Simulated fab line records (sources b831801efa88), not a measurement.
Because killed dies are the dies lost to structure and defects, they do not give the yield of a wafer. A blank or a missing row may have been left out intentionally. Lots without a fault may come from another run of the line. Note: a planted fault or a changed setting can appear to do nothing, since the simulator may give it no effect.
A sampling plan put to the test	flow gf180mcu	one fab line, 48 faults that these records tell of, each judged on the records of the lots that it struck; 1 more is left out, because the records don't allow judging it
The line's own looks make up the plan; these are the steps of the route where a gauge or inspection reads the wafer and leaves it unchanged. A look can be judged if struck wafers have a number there and the file gives its usual mean and standard deviation on fault-free wafers. Caught: at a look after the fault's first step, the mean of the struck wafers lies 4 or more of those standard deviations (sigma) from the usual mean. On the tool: the same test on the tool's own readings at the fault's steps. Another recipe on the struck wafers, or a record that is blank for them alone, also counts as caught.

## THE FAULTS, as the simulator had put them in
1. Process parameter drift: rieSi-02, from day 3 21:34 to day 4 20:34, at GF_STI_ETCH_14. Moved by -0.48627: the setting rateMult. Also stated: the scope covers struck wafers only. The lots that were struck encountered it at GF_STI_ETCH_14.
2. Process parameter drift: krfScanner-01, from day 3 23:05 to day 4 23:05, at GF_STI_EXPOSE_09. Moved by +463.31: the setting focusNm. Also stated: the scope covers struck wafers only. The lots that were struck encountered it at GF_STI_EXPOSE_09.
3. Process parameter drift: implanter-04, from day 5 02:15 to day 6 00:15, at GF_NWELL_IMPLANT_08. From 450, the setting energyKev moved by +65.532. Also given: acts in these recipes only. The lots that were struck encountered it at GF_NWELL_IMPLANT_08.
4. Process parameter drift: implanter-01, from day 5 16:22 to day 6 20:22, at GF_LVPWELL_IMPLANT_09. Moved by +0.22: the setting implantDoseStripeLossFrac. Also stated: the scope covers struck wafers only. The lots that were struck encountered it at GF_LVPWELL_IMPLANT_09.
5. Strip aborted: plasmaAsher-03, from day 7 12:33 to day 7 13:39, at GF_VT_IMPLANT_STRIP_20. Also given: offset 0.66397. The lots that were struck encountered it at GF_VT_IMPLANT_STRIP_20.
6. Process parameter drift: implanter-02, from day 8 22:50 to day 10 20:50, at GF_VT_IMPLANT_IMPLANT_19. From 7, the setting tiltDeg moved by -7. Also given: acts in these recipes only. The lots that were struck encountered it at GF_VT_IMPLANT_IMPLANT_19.
7. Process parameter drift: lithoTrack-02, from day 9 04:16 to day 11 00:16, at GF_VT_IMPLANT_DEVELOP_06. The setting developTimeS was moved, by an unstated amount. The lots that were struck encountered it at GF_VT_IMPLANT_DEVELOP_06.
8. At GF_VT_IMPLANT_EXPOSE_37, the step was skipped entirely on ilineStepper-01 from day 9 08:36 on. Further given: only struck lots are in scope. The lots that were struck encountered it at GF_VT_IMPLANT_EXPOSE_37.
9. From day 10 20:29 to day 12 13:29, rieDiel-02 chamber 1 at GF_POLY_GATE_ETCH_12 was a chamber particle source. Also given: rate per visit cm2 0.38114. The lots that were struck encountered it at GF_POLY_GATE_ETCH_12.
10. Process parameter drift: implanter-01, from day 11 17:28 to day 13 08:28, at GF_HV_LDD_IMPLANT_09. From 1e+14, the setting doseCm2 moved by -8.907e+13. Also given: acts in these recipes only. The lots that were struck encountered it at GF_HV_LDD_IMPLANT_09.
11. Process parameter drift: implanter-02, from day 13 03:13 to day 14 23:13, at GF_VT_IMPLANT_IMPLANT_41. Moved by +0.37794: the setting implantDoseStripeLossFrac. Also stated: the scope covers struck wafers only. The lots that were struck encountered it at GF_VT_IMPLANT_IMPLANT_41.
12. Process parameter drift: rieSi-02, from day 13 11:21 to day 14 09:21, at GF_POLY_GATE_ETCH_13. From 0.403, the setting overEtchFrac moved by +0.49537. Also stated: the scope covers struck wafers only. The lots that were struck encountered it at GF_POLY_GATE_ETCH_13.
13. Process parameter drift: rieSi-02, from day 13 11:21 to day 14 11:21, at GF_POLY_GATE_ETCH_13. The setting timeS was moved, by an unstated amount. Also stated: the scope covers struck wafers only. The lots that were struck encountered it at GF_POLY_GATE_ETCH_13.
14. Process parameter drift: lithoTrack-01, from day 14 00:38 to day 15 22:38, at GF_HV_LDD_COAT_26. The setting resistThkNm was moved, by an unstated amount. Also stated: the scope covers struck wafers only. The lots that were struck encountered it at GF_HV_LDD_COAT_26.
15. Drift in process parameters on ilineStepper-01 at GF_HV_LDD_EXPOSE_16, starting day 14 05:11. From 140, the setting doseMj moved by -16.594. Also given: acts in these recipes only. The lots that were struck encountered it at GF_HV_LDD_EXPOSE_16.
16. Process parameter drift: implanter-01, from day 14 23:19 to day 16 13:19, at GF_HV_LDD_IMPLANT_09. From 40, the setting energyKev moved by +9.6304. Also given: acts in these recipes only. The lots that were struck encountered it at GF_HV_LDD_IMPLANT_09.
17. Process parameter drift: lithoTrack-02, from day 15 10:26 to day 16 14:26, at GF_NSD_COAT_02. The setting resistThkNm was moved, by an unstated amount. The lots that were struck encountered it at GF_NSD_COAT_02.
18. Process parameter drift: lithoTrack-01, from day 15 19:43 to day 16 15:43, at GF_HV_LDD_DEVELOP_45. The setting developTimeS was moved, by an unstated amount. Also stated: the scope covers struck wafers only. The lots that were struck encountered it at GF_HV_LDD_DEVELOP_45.
19. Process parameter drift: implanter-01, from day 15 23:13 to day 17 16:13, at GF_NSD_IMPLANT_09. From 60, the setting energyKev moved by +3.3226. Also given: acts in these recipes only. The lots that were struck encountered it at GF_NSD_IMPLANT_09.
20. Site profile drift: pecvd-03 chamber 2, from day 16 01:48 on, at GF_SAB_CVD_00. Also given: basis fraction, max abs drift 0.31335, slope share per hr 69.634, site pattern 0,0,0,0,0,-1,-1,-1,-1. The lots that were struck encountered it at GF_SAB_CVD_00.
21. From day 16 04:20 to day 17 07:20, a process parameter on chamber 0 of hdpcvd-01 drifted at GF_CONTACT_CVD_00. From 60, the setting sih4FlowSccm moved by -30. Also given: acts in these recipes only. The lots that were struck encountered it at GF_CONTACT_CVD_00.
22. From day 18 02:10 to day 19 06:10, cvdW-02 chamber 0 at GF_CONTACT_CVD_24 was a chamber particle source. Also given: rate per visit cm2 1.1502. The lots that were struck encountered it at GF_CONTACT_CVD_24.
23. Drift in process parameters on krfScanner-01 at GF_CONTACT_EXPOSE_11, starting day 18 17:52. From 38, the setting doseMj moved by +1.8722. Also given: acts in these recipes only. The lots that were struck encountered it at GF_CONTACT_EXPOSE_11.
24. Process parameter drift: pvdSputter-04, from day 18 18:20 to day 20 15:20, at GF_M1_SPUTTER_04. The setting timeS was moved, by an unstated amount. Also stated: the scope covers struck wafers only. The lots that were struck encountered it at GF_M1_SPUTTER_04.
25. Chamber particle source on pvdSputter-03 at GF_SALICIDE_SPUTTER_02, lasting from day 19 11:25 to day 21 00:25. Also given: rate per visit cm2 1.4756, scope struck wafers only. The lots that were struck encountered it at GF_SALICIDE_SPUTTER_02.
26. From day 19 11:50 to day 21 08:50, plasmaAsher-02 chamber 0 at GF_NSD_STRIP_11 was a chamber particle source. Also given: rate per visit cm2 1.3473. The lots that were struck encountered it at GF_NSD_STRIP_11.
27. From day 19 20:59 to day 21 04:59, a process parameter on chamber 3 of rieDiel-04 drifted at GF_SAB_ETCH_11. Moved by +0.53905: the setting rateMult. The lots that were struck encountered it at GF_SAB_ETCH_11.
28. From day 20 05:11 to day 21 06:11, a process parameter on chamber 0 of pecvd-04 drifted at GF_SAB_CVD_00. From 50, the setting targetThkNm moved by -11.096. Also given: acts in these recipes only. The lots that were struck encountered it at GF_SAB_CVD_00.
29. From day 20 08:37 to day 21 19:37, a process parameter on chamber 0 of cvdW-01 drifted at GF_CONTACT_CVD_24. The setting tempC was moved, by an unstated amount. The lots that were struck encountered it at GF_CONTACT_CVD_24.
30. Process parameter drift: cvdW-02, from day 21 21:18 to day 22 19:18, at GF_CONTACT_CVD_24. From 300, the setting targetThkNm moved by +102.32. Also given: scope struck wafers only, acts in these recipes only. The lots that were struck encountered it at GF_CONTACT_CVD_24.
31. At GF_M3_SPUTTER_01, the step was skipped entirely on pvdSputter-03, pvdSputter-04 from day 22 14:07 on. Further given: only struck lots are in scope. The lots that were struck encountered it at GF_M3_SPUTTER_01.
32. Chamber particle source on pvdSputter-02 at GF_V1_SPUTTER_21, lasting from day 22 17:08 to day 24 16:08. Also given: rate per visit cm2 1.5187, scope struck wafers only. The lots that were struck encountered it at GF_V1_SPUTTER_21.
33. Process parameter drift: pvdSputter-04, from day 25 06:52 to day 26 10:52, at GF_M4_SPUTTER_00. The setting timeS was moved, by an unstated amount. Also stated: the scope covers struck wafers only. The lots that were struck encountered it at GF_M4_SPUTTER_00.
34. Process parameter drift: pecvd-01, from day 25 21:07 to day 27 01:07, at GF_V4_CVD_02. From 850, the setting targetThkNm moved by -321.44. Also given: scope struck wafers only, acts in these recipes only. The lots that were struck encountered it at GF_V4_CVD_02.
35. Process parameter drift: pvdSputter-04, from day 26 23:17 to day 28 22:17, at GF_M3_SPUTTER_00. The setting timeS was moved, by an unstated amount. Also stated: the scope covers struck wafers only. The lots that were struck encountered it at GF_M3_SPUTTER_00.
36. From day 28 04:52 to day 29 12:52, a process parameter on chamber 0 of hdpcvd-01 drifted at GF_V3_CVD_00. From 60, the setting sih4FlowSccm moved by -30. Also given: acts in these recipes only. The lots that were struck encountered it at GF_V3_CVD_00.
37. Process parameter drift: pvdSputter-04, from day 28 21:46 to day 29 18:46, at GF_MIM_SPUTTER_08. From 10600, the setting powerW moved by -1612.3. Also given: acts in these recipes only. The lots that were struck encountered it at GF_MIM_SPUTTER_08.
38. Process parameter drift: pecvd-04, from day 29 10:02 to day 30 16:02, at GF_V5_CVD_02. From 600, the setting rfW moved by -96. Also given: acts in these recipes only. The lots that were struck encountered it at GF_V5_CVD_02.
39. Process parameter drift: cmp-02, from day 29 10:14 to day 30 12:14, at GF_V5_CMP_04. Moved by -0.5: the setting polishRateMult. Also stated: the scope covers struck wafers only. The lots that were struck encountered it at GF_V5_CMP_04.
40. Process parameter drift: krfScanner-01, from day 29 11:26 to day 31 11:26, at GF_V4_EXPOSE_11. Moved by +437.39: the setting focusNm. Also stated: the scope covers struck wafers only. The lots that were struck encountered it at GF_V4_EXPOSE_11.
41. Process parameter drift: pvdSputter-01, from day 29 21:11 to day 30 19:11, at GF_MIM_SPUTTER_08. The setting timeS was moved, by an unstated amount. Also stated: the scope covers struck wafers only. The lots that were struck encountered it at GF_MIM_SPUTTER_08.
42. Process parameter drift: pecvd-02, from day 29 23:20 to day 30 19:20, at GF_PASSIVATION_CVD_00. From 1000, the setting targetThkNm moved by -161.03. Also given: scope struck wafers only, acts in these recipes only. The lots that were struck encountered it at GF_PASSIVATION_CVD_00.
43. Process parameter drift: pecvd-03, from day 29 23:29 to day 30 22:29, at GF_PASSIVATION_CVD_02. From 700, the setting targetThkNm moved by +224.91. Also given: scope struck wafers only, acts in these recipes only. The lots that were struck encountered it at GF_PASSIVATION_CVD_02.
44. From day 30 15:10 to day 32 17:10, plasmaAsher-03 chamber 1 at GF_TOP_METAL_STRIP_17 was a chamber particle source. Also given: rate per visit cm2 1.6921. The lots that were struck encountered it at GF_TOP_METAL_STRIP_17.
45. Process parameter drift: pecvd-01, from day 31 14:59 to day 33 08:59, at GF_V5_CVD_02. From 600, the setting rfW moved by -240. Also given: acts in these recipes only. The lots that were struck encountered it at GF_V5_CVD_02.
46. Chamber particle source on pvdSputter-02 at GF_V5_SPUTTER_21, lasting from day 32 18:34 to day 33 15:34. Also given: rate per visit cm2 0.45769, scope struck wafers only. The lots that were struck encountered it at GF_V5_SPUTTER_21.
47. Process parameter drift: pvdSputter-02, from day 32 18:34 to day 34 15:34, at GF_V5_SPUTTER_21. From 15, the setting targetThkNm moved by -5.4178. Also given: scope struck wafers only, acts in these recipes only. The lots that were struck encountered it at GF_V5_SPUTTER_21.
48. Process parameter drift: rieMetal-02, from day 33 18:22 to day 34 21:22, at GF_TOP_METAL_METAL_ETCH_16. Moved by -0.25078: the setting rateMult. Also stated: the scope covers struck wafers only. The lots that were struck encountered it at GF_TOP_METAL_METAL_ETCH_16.

## WHAT THE PLAN SAW
fault	on the tool itself	first look that catches it	reading, sigma	median hours from its first step to that look	hours from the fault's start to the first struck lot there	judged looks passed uncaught
1	oesProductAu -34 sigma	none of the 2 looks that can be judged after it	-	-	-	2
2	under 2 sigma	GF_STI_CD_MEAS_12	cdNm -57	6.7	12	0
3	beamEnergyKeV +99 or beyond sigma	GF_VT_IMPLANT_RS_MEAS_47	NWELL_RS -8.1	117.6	126	1
4	no reading that can be judged	GF_VT_IMPLANT_RS_MEAS_48	LVPWELL_RS +7.8	100.3	100	0
5	oesProductAu +49 sigma	GF_VT_IMPLANT_TW_MEAS_32	VT_IMPLANT_3_TW -95	16.7	18	0
6	tiltDeg -99 or beyond sigma	GF_VT_IMPLANT_TW_MEAS_21	VT_IMPLANT_2_TW -11	0.2	2	0
7	under 2 sigma	GF_VT_IMPLANT_TW_MEAS_10	VT_IMPLANT_TW -97	0.4	12	0
8	no reading that can be judged	no look after it can be judged	-	-	-	0
9	under 2 sigma	no look after it can be judged	-	-	-	0
10	doseIonsCm2 -99 or beyond sigma	GF_HV_LDD_TW_MEAS_11	HV_LDD_TW -53	0.2	2	0
11	under 2 sigma	GF_VT_IMPLANT_TW_MEAS_43	VT_IMPLANT_4_TW -8.2	0.2	4	0
12	oesProductAu -27 sigma	none of the 2 looks that can be judged after it	-	-	-	2
13	runLengthS -67 sigma	no look after it can be judged	-	-	-	0
14	no reading that can be judged	not the one look that can be judged after it	-	-	-	1
15	exposureDoseMJCm2 -99 or beyond sigma	GF_HV_LDD_CD_MEAS_19	cdNm -16	10.5	21	0
16	beamEnergyKeV +99 or beyond sigma	GF_HV_LDD_TW_MEAS_11	HV_LDD_TW +7.1	0.2	18	0
17	no reading that can be judged	GF_NSD_CD_MEAS_07	cdNm -5.8	11.0	13	0
18	under 2 sigma	GF_HV_LDD_CD_MEAS_46	cdNm +5.0	0.1	4	0
19	beamEnergyKeV +99 or beyond sigma	GF_PSD_RS_MEAS_14	NSD_RS -9.4	23.6	42	0
20	under 2 sigma	GF_SAB_THK_MEAS_01	SAB_CVD_00_THK -10	0.0	2	0
21	sih4FlowSccm -99 or beyond sigma	GF_CONTACT_THK_MEAS_01	CONTACT_CVD_00_THK -38	0.1	2	0
22	under 2 sigma	not the one look that can be judged after it	-	-	-	1
23	exposureDoseMJCm2 +45 sigma	GF_CONTACT_CD_MEAS_14	cdNm +6.3	12.1	33	0
24	under 2 sigma	none of the 2 looks that can be judged after it	strongest: M1_ALCU_THK at GF_M1_THK_MEAS_06, -2.8	-	-	2
25	only faintly: throttleValvePct +2.1 sigma	not the one look that can be judged after it	-	-	-	1
26	under 2 sigma	none of the 2 looks that can be judged after it	-	-	-	2
27	oesProductAu +30 sigma	not the one look that can be judged after it	-	-	-	1
28	under 2 sigma	GF_SAB_THK_MEAS_01	SAB_CVD_00_THK -17	0.0	5	0
29	susceptorTempC -41 sigma	GF_CONTACT_RS_MEAS_25	CONTACT_W_RS +13	0.1	5	0
30	under 2 sigma	GF_CONTACT_RS_MEAS_25	CONTACT_W_RS -20	0.1	16	0
31	the tool's record is blank for the struck wafers	no look after it can be judged	-	-	-	0
32	under 2 sigma	no look after it can be judged	-	-	-	0
33	under 2 sigma	no look after it can be judged	-	-	-	0
34	under 2 sigma	GF_V4_THK_MEAS_03	V4_CVD_02_THK -23	0.1	6	0
35	under 2 sigma	no look after it can be judged	-	-	-	0
36	sih4FlowSccm -99 or beyond sigma	GF_V3_THK_MEAS_01	V3_CVD_00_THK -53	0.1	6	0
37	cathodeDcPowerW -99 or beyond sigma	GF_MIM_RS_MEAS_10	MIM_ALCU_RS +15	0.1	13	0
38	rfFwdPowerW -51 sigma	not the one look that can be judged after it	strongest: V5_CVD_02_THK at GF_V5_THK_MEAS_03, -3.8	-	-	1
39	under 2 sigma	not the one look that can be judged after it	-	-	-	1
40	no reading that can be judged	GF_V4_CD_MEAS_14	cdNm +9.6	9.2	14	0
41	under 2 sigma	GF_MIM_RS_MEAS_10	MIM_ALCU_RS -12	0.1	6	0
42	under 2 sigma	GF_PASSIVATION_THK_MEAS_01	PASSIVATION_CVD_00_THK -11	0.1	1	0
43	under 2 sigma	GF_PASSIVATION_THK_MEAS_03	PASSIVATION_CVD_02_THK +23	0.3	1	0
44	under 2 sigma	no look after it can be judged	-	-	-	0
45	rfFwdPowerW -99 or beyond sigma	GF_V5_THK_MEAS_03	V5_CVD_02_THK -10	0.1	7	0
46	under 2 sigma	none of the 2 looks that can be judged after it	-	-	-	2
47	under 2 sigma	no look after it can be judged	-	-	-	0
48	oesProductAu -18 sigma	no look after it can be judged	-	-	-	0
A dash: this means the fault isn't caught or the number doesn't appear in these records.

Caught at a look: 27 of 48. Caught on the tool: 20 of 48. By one or the other: 34 of 48.
Faults caught by the tool alone: 1, 12, 13, 27, 31, 38, 48.
Caught at a look alone: faults 2, 4, 7, 11, 17, 18, 20, 28, 30, 34, 40, 41, 42, 43.
Caught by neither: faults 8, 9, 14, 22, 24, 25, 26, 32, 33, 35, 39, 44, 46, 47.

## THINNER SAMPLING
In the worst case, this is how late the first struck lot would be measured if the look that catches a fault measured only every second or every third lot, by lot number:
fault	struck lots at that look, in order of time	every lot	every second lot	every third lot
2	L253, L256	12 h	29 h	may miss all 2
3	L474, L476	126 h	may miss all 2	may miss all 2
4	L568, L569, L571	100 h	112 h	may miss all 3
5	L729	18 h	may miss it	may miss it
6	L607, L609	2 h	may miss all 2	may miss all 2
7	L121, L123	12 h	may miss all 2	may miss all 2
10	L407, L409	2 h	may miss all 2	may miss all 2
11	L837	4 h	may miss it	may miss it
15	L682, L684	21 h	may miss all 2	may miss all 2
16	L254, L255, L256	18 h	25 h	36 h
17	L468, L469	13 h	31 h	may miss all 2
18	L619, L620	4 h	13 h	may miss all 2
19	L491, L494	42 h	61 h	may miss all 2
20	L698, L700, L704	2 h	may miss all 3	may miss all 3
21	L515, L517, L516	2 h	23 h	23 h
23	L757, L758	33 h	43 h	may miss all 2
28	L804, L805	5 h	15 h	may miss all 2
29	L403, L404	5 h	7 h	may miss all 2
30	L482	16 h	may miss it	may miss it
34	L307	6 h	may miss it	may miss it
36	L628, L630	6 h	may miss all 2	may miss all 2
37	L491, L493	13 h	may miss all 2	may miss all 2
40	L253, L254	14 h	20 h	may miss all 2
41	L402, L403	6 h	12 h	may miss all 2
42	L815, L816	1 h	13 h	may miss all 2
43	L148, L149	1 h	13 h	may miss all 2
45	L666, L667, L668	7 h	12 h	21 h
The hour figures run from when the fault began to the first measured lot among those it struck. Since the struck wafers were tested as one group against 4 sigma, a single lot by itself may lie under the limit. Other struck lots may not be in these records.

## THE LONGEST TIMED WAY FROM STEP TO LOOK
In fault 3, a median of 117.6 hours elapses between GF_NWELL_IMPLANT_08 and GF_VT_IMPLANT_RS_MEAS_47. The look between them that can be judged stayed within 4 sigma: GF_LVPWELL_OVL_MEAS_07.
